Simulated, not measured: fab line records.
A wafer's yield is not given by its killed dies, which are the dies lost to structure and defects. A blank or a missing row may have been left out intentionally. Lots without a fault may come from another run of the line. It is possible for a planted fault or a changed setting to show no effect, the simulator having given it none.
The tool behind it: which one?    flow gf180mcu    13 lots with 39 wafers sampled at 4 steps, on a route of 602 steps

## WHAT THE GAUGES READ, wafer by wafer
GF_M3_OVL_MEAS_15.
lot   measured      on          M3_OVL (nm)
L947  day 21 10:24  overlay-01  5 6 4
L949  day 22 02:18  overlay-02  13 11 5
L951  day 23 00:42  overlay-01  2 7 2
L950  day 23 01:35  overlay-02  -4 3 1
L952  day 23 12:55  overlay-01  1 -5 0
L953  day 23 22:31  overlay-01  18 6 6
L960  day 26 00:33  overlay-02  3 -7 0
L962  day 26 19:10  overlay-01  -6 7 2
L963  day 26 22:51  overlay-02  2 4 4
L965  day 27 11:43  overlay-01  7 -4 6
L966  day 27 22:16  overlay-01  6 -1 3
L967  day 28 03:41  overlay-01  6 6 18
L970  day 28 21:16  overlay-02  -3 -6 -6

## EACH LOT AND THE TOOL THAT RAN IT (in order: tool; ch and the chambers of the sampled wafers; start)
lot   GF_V1_SPUTTER_22              GF_M2_SPUTTER_00              GF_M2_SPUTTER_01
L947  pvd-sputter-01, day 18 05:12  pvd-sputter-03, day 18 05:50  pvd-sputter-03, day 18 05:56
L949  pvd-sputter-01, day 18 21:16  pvd-sputter-03, day 18 21:53  pvd-sputter-03, day 18 21:59
L951  pvd-sputter-02, day 19 22:17  pvd-sputter-03, day 19 22:55  pvd-sputter-03, day 19 23:01
L950  pvd-sputter-04, day 19 22:55  pvd-sputter-01, day 19 23:32  pvd-sputter-01, day 19 23:38
L952  pvd-sputter-02, day 20 10:48  pvd-sputter-04, day 20 11:28  pvd-sputter-04, day 20 11:34
L953  pvd-sputter-02, day 20 19:59  pvd-sputter-01, day 20 20:37  pvd-sputter-01, day 20 20:43
L960  pvd-sputter-01, day 23 02:37  pvd-sputter-03, day 23 03:22  pvd-sputter-03, day 23 03:28
L962  pvd-sputter-04, day 23 23:21  pvd-sputter-03, day 23 23:59  pvd-sputter-03, day 24 00:05
L963  pvd-sputter-04, day 24 02:09  pvd-sputter-01, day 24 02:47  pvd-sputter-01, day 24 02:53
L965  pvd-sputter-01, day 24 15:17  pvd-sputter-01, day 24 15:55  pvd-sputter-01, day 24 16:01
L966  pvd-sputter-04, day 25 04:46  pvd-sputter-01, day 25 05:23  pvd-sputter-01, day 25 05:29
L967  pvd-sputter-01, day 25 08:52  pvd-sputter-01, day 25 09:30  pvd-sputter-01, day 25 09:36
L970  pvd-sputter-01, day 26 04:58  pvd-sputter-04, day 26 05:35  pvd-sputter-04, day 26 05:41
- GF_V1_SPUTTER_22: material TiN, target thk 10 nm, time 40 s.
- GF_M2_SPUTTER_00: material Ti, target thk 37.5 nm, time 150 s.
- GF_M2_SPUTTER_01: material TiN, target thk 30 nm, time 25 s.

## AS READ BY THE TOOLS THEMSELVES (means over the sampled wafers that have a number; for cases with no such wafer, the mark the record gives instead)
GF_V1_SPUTTER_22.
lot   tool            chamber-pressure-pa (Pa)  throttle-valve-pct (%)
L947  pvd-sputter-01  4.995                     29.0
L949  pvd-sputter-01  5.004                     30.1
L951  pvd-sputter-02  4.999                     31.7
L950  pvd-sputter-04  4.999                     30.6
L952  pvd-sputter-02  4.999                     31.0
L953  pvd-sputter-02  5.000                     30.6
L960  pvd-sputter-01  5.005                     28.5
L962  pvd-sputter-04  5.010                     29.0
L963  pvd-sputter-04  4.996                     29.6
L965  pvd-sputter-01  5.006                     30.0
L966  pvd-sputter-04  4.999                     29.6
L967  pvd-sputter-01  4.996                     29.4
L970  pvd-sputter-01  4.994                     30.1

GF_M2_SPUTTER_00.
lot   tool            chamber-pressure-pa (Pa)  throttle-valve-pct (%)
L947  pvd-sputter-03  2.002                     30.3
L949  pvd-sputter-03  2.004                     30.6
L951  pvd-sputter-03  2.001                     30.6
L950  pvd-sputter-01  2.001                     29.0
L952  pvd-sputter-04  1.999                     29.2
L953  pvd-sputter-01  2.004                     28.7
L960  pvd-sputter-03  2.195                     28.5
L962  pvd-sputter-03  2.196                     28.6
L963  pvd-sputter-01  2.003                     29.7
L965  pvd-sputter-01  2.002                     29.3
L966  pvd-sputter-01  2.000                     29.4
L967  pvd-sputter-01  1.997                     29.6
L970  pvd-sputter-04  2.000                     29.9

GF_M2_SPUTTER_01.
lot   tool            chamber-pressure-pa (Pa)  throttle-valve-pct (%)
L947  pvd-sputter-03  0.3996                    30.5
L949  pvd-sputter-03  0.4001                    30.6
L951  pvd-sputter-03  0.3998                    30.4
L950  pvd-sputter-01  0.3998                    29.1
L952  pvd-sputter-04  0.4004                    29.1
L953  pvd-sputter-01  0.4000                    28.5
L960  pvd-sputter-03  0.3993                    30.0
L962  pvd-sputter-03  0.3994                    29.9
L963  pvd-sputter-01  0.3998                    29.7
L965  pvd-sputter-01  0.3992                    29.3
L966  pvd-sputter-01  0.3996                    29.6
L967  pvd-sputter-01  0.3998                    29.4
L970  pvd-sputter-04  0.4009                    30.0

## THE ANSWER, worked out from the rows above alone
Rule: the usual values come from the lots themselves. The widest of any qualifying gaps counts: lots, ordered by their means at a reading, are off when they make up no more than a third of the lots, leave a main group of 4 or more, and stand apart from it by 3 or more times the standard deviation of that group's means. The tables above print the reading to a certain number of digits; a main group whose means all agree to those digits is not used. Also off: a lot with no number at a reading for which 4 or more lots have one. All remaining lots with rows at the step are treated as sound. The gauges are gone through in route order, then the tools' own readings, and for those a lot's mean is taken as printed above. The first step at which some lot is off is used, and at that step the reading that is off furthest; a lot without a number counts as furthest.
Off, at GF_M2_SPUTTER_00 on chamber-pressure-pa: L960, L962. Main group: mean 2.001 Pa, sd 0.002.
If a tool, at that step or one of the process steps before it, ran each lot that is off and ran no sound lot following the first of them, it fits. One candidate fits, namely pvd-sputter-03 at GF_M2_SPUTTER_00. Its last sound lot is L951 (day 19 22:55), its first lot that is off L960 (day 23 03:22): a fault that began between those two fits.
The tool's own readings at GF_M2_SPUTTER_00 bear it out: on the lots that are off they differ by more than 5 times the standard deviation of the sound lots' means. chamber-pressure-pa reads 2.196 Pa there against 2.001 Pa on the sound lots.

## WHAT WAS PUT IN BY THE SIMULATOR
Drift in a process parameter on pvd-sputter-03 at GF_M2_SPUTTER_00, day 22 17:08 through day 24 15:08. Setting chamber-pressure-pa, moved by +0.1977, from 2. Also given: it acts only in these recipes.
Lots struck among those shown: L960, L962. The same result came from the rule above.
